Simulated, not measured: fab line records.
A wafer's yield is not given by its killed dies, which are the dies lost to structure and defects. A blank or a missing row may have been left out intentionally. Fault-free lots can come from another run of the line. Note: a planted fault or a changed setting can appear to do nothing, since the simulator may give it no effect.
Comparing a struck lot with a sound one || flow sky130 || 17 steps out of a route of 708
Sound: the wafers L857.1, L857.3, L857.5. Wafers struck: L861.3, L861.4, L861.5. The cause is given at the end.
Per side, at each step with rows, come the tool, then ch with its chambers, and then its first start. Under that, the readings that differ: sound wafers || struck wafers || difference of the means || sigmas: that difference in standard deviations of wafers without a fault.
alike: same words and numbers on both sides, and readings whose means sit less than 2 such deviations apart. not compared: any withheld reading, any reading some wafer has no value for, any bound like >300 that may hide the same value, and any number with overlapping values for which the record gives no deviation.
The two part at a step that has a row with sigmas, a row that says differs or no value, or rows on one side only. Non-overlapping numbers with no deviation appear without sigmas and do not part them. A reading that every wafer of one side lacks parts them only if that side has two wafers or more.

SKY_LDD_HVN_OVL_MEAS_07:
  sound on overlay-01 at day 23 22:26; struck on overlay-02 at day 24 21:42
  alike: LDD_HVN_OVL
following that, these wafers have no rows for 1 step: SKY_LDD_HVN_IMPLANT_08.
SKY_LDD_HVN_STRIP_09: strips in O2/N2.
  sound on plasma asher-03 ch 0,1, day 23 22:37; struck on plasma asher-02 ch 0,1, day 24 21:54
  alike: drypump motor current A, oes product au, strip time to endpoint s
  not compared: rf hours counter h
SKY_LDD_HVN_TW_MEAS_10:
  sound on film metro-02 at day 23 22:43; struck on film metro-02 at day 24 21:59
  alike: LDD_HVN_TW
then, 7 steps without rows for these wafers: SKY_LDD_HVP_DEHYDRATE_00 (time 60 s); SKY_LDD_HVP_HMDS_01 (prime time 60 s); SKY_LDD_HVP_COAT_02 (resist thk 300 nm); SKY_LDD_HVP_SOFTBAKE_03 (time 60 s); SKY_LDD_HVP_EXPOSE_04 (exposes mask HVPTM, target cd 700 nm); SKY_LDD_HVP_PEB_05; SKY_LDD_HVP_DEVELOP_06 (develop time 60 s).
SKY_LDD_HVP_OVL_MEAS_07:
  sound on overlay-01 at day 25 04:17; struck on overlay-02 at day 26 03:39
  alike: LDD_HVP_OVL
SKY_LDD_HVP_IMPLANT_08:
  sound on implanter-02 ch 0, day 25 04:19; struck on implanter-01 ch 0, day 26 03:43
{"reading": "beam on s (s)", "sound": "9.93 10.19 10.30", "struck": "10.25 10.55 11.06", "difference": "+0.48", "sigmas": "+2"}
{"reading": "end station pressure torr (Torr)", "sound": "5.17e-06 4.67e-06 4.7e-06", "struck": "5.975e-05 6.319e-05 6.77e-05", "difference": "+5.870e-05", "sigmas": "+99 or more"}
{"reading": "faraday current uA", "sound": "98.3 95.9 94.8", "struck": "91.6 89.3 84.8", "difference": -7.8, "sigmas": -4}
SKY_LDD_HVP_STRIP_09: strips in O2/N2.
  sound on plasma asher-04 ch 0,1, day 25 04:28; struck on plasma asher-02 ch 0,1, day 26 03:51
{"reading": "strip time to endpoint s (s)", "sound": "4.153 4.152 4.123", "struck": "4.098 4.119 4.119", "difference": -0.031, "sigmas": -2}
  alike: drypump motor current A, oes product au
  not compared: rf hours counter h
SKY_LDD_HVP_TW_MEAS_10:
  sound on film metro-03 at day 25 04:34; struck on film metro-03 at day 26 03:56
{"reading": "LDD_HVP_TW", "sound": "466 465 466", "struck": "480 479 480", "difference": "+14", "sigmas": "+3"}
then, 1 step without rows for these wafers: SKY_LDD_LDN_DEHYDRATE_00 (time 60 s).
-- the record jumps here: 23 days lie between the struck wafers' starts before and after (it left off in module LDD_LDN and takes up again in module PAD_OPEN, whose first step shown is number 708 of the route) --
SKY_PAD_OPEN_PROBE_99:
  sound on prober-02 at day 48 06:49; struck on prober-01 at day 48 17:44
{"reading": "killed short", "sound": "24 24 27", "struck": "39 38 37", "difference": "+13", "sigmas": "+2"}
{"reading": "model.etest.tip_p_5v.rs ohm sq", "sound": "2809 2821 2840", "struck": "2615 2626 2619", "difference": -203, "sigmas": ""}
  alike: killed_at_M0_to_M3, killed_at_M4_up, killed at contacts, killed at front end, killed at other, killed dies, killed open

WHERE THEY PART
First at SKY_LDD_HVP_IMPLANT_08; last, within this record, at SKY_PAD_OPEN_PROBE_99.

WHY: what the simulator had put in
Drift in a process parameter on implanter-01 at SKY_LDD_HVP_IMPLANT_08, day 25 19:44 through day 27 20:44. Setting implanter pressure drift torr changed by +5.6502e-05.
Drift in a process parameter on implanter-01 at SKY_LDD_HVP_IMPLANT_08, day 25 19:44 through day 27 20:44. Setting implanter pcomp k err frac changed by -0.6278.
